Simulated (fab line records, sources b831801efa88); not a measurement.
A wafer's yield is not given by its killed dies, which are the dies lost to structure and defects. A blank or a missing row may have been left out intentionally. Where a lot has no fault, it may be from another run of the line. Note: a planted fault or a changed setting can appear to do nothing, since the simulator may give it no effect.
Which tool did it? | flow gf180mcu | 33 wafers from 11 lots sampled at 5 of the route's 602 steps

== WHAT THE GAUGES SHOWED, per wafer ==
GF_STI_THK_MEAS_22.
lot  | measured    | on           | STI_OXIDATION_01_THK (nm)
L378 | day 2 10:29 | filmMetro-04 | 15.4 15.4 15.2
L379 | day 2 13:07 | filmMetro-01 | 15.4 15.6 15.7
L380 | day 2 22:04 | filmMetro-04 | 15.1 15.2 15.0
L381 | day 3 02:49 | filmMetro-04 | 14.7 14.8 14.9
L388 | day 4 12:13 | filmMetro-02 | 14.9 14.7 14.8
L389 | day 4 17:59 | filmMetro-01 | 14.3 14.3 14.5
L390 | day 4 21:41 | filmMetro-02 | 15.2 15.1 14.9
L393 | day 5 13:33 | filmMetro-01 | 15.2 15.3 15.3
L395 | day 5 23:47 | filmMetro-01 | 15.3 15.4 15.3
L396 | day 6 05:27 | filmMetro-02 | 14.8 14.8 14.7
L400 | day 7 03:03 | filmMetro-02 | 15.0 14.6 14.9

GF_MVSD_TW_MEAS_11.
lot  | measured     | on           | MVSD_TW
L378 | day 4 18:07  | filmMetro-03 | 1547 1546 1551
L379 | day 4 22:56  | filmMetro-04 | 31 31 31 30 31 31
L380 | day 5 08:01  | filmMetro-02 | 31 30 31 31 31 31
L381 | day 5 13:04  | filmMetro-04 | 31 30 30 30 30 30
L388 | day 7 02:11  | filmMetro-04 | 1604 1600 1597
L389 | day 7 14:13  | filmMetro-03 | 1536 1530 1524
L390 | day 7 12:04  | filmMetro-03 | 1533 1531 1537
L393 | day 8 07:38  | filmMetro-02 | 1625 1624 1623
L395 | day 8 18:00  | filmMetro-04 | 1605 1600 1599
L396 | day 9 00:19  | filmMetro-03 | 1543 1553 1552
L400 | day 10 02:06 | filmMetro-04 | 1606 1602 1604

== WHAT TOOL EACH LOT RAN ON (gives the tool, then ch and the chambers of the sampled wafers, and finally the start) ==
lot  | GF_STI_CMP_25                | GF_LVPWELL_STRIP_10                | GF_MVSD_STRIP_10
L378 | cmp-02 ch 0,2,3, day 2 10:43 | plasmaAsher-02 ch 0,1, day 4 05:04 | plasmaAsher-01 ch 0,1, day 4 18:02
L379 | cmp-02 ch 1,2,3, day 2 13:21 | plasmaAsher-04 ch 0,1, day 4 08:39 | plasmaAsher-01 ch 0,1, day 4 22:50
L380 | cmp-01 ch 0,3, day 2 22:14   | plasmaAsher-04 ch 0,1, day 4 16:55 | plasmaAsher-04 ch 0,1, day 5 07:56
L381 | cmp-01 ch 1,3, day 3 03:00   | plasmaAsher-04 ch 0,1, day 4 22:42 | plasmaAsher-02 ch 0,1, day 5 12:57
L388 | cmp-02 ch 1,2,3, day 4 12:28 | plasmaAsher-02 ch 0,1, day 6 10:20 | plasmaAsher-04 ch 0,1, day 7 02:05
L389 | cmp-02 ch 0,1,2, day 4 18:11 | plasmaAsher-03 ch 0,1, day 6 22:17 | plasmaAsher-01 ch 0,1, day 7 14:07
L390 | cmp-02 ch 0,2,3, day 4 21:53 | plasmaAsher-02 ch 0,1, day 6 20:41 | plasmaAsher-02 ch 0,1, day 7 11:58
L393 | cmp-01 ch 0,3, day 5 13:47   | plasmaAsher-02 ch 0,1, day 7 15:22 | plasmaAsher-04 ch 0,1, day 8 07:32
L395 | cmp-02 ch 0,1,2, day 5 23:58 | plasmaAsher-04 ch 1, day 8 01:13   | plasmaAsher-04 ch 1, day 8 17:53
L396 | cmp-02 ch 0,1,3, day 6 05:38 | plasmaAsher-02 ch 1, day 8 07:19   | plasmaAsher-01 ch 0, day 9 00:13
L400 | cmp-02 ch 0,3, day 7 03:14   | plasmaAsher-04 ch 0,1, day 9 08:37 | plasmaAsher-02 ch 0,1, day 10 01:59
- GF_STI_CMP_25: polishes, stops on Si3N4, t overpolish 33 s, target thk 524.6 nm.
- GF_LVPWELL_STRIP_10: strips in O2/N2.
- GF_MVSD_STRIP_10: strips in O2/N2.

== WHAT THE TOOLS THEMSELVES READ (means of the sampled wafers that have a number; where no wafer has one, the mark that the record gives instead) ==
GF_STI_CMP_25.
lot  | tool   | motorCurrentA (A) | overpolishRunS (s) | slurryFilterDpKPa (kPa) | timeToEndpointS (s)
L378 | cmp-02 | 12.5              | 33.001             | 13.53                   | 128
L379 | cmp-02 | 13.0              | 32.997             | 13.39                   | 125
L380 | cmp-01 | 12.0              | 33.004             | 13.31                   | 126
L381 | cmp-01 | 12.0              | 33.003             | 13.51                   | 127
L388 | cmp-02 | 13.5              | 33.000             | 13.51                   | 117
L389 | cmp-02 | 11.5              | 32.992             | 13.52                   | 118
L390 | cmp-02 | 12.4              | 33.007             | 13.47                   | 116
L393 | cmp-01 | 11.8              | 32.991             | 13.50                   | 133
L395 | cmp-02 | 11.7              | 33.002             | 13.54                   | 112
L396 | cmp-02 | 13.0              | 33.003             | 13.52                   | 115
L400 | cmp-02 | 11.9              | 32.997             | 13.49                   | 113

GF_LVPWELL_STRIP_10.
lot  | tool           | chamberPressureMTorr (mTorr) | drypumpMotorCurrentA (A) | heaterPowerW (W) | oesProductAu (a.u.) | stripTimeToEndpointS (s)
L378 | plasmaAsher-02 | 1499.4                       | 5.7                      | 344              | 0.726               | 36.96
L379 | plasmaAsher-04 | -                            | -                        | -                | -                   | -
L380 | plasmaAsher-04 | -                            | -                        | -                | -                   | -
L381 | plasmaAsher-04 | -                            | -                        | -                | -                   | -
L388 | plasmaAsher-02 | 1498.5                       | 5.9                      | 357              | 0.724               | 37.00
L389 | plasmaAsher-03 | 1498.3                       | 6.0                      | 388              | 0.724               | 37.08
L390 | plasmaAsher-02 | 1499.2                       | 5.7                      | 342              | 0.723               | 37.01
L393 | plasmaAsher-02 | 1499.3                       | 5.8                      | 352              | 0.725               | 36.98
L395 | plasmaAsher-04 | 1498.3                       | 5.8                      | 365              | 0.719               | 37.03
L396 | plasmaAsher-02 | 1501.3                       | 5.6                      | 327              | 0.722               | 36.76
L400 | plasmaAsher-04 | 1498.8                       | 5.2                      | 354              | 0.721               | 37.03

GF_MVSD_STRIP_10.
lot  | tool           | chamberPressureMTorr (mTorr) | drypumpMotorCurrentA (A) | heaterPowerW (W) | oesProductAu (a.u.) | stripTimeToEndpointS (s)
L378 | plasmaAsher-01 | 1499.5                       | 5.7                      | 340              | 0.718               | 37.08
L379 | plasmaAsher-01 | 1498.8                       | 5.7                      | 333              | 0.740               | 81.27
L380 | plasmaAsher-04 | 1500.0                       | 5.2                      | 353              | 0.744               | 81.24
L381 | plasmaAsher-02 | 1498.9                       | 5.7                      | 339              | 0.739               | 81.55
L388 | plasmaAsher-04 | 1500.2                       | 5.2                      | 354              | 0.721               | 37.14
L389 | plasmaAsher-01 | 1499.4                       | 5.7                      | 361              | 0.724               | 37.08
L390 | plasmaAsher-02 | 1500.1                       | 5.7                      | 337              | 0.719               | 37.09
L393 | plasmaAsher-04 | 1499.9                       | 5.5                      | 358              | 0.719               | 36.99
L395 | plasmaAsher-04 | 1501.5                       | 5.8                      | 360              | 0.722               | 37.13
L396 | plasmaAsher-01 | 1501.6                       | 5.8                      | 312              | 0.725               | 36.99
L400 | plasmaAsher-02 | 1500.3                       | 5.9                      | 357              | 0.722               | 36.89

== THE ANSWER, worked out from the rows above alone ==
Rule: what is usual is taken from the lots themselves. The widest of any qualifying gaps counts: lots, ordered by their means at a reading, are off when they make up no more than a third of the lots, leave a main group of 4 or more, and stand apart from it by 3 or more times the standard deviation of that group's means. A main group whose means are all the same, to the digits that the tables above print for the reading, isn't used. Also off: a lot with no number at a reading for which 4 or more lots have one. The other lots that the step has rows for count as sound. The gauges are gone through in route order, then the tools' own readings, and for those a lot's mean is taken as printed above. The first step at which some lot is off is used, and at that step the reading that is off furthest; a lot without a number counts as furthest.
Off: L379, L380, L381, at GF_MVSD_TW_MEAS_11 (MVSD_TW). Main group: mean 1574, sd 35.
If a tool, at a process step before that reading, ran all the lots that are off and no sound lot after the first of them, it fits. The gauges at GF_MVSD_TW_MEAS_11 aren't tried: what is off there is off at GF_LVPWELL_STRIP_10 too, on other tools, and a gauge's error can't cause that. None of those tried fits.

== WHAT THE SIMULATOR HAD PUT IN ==
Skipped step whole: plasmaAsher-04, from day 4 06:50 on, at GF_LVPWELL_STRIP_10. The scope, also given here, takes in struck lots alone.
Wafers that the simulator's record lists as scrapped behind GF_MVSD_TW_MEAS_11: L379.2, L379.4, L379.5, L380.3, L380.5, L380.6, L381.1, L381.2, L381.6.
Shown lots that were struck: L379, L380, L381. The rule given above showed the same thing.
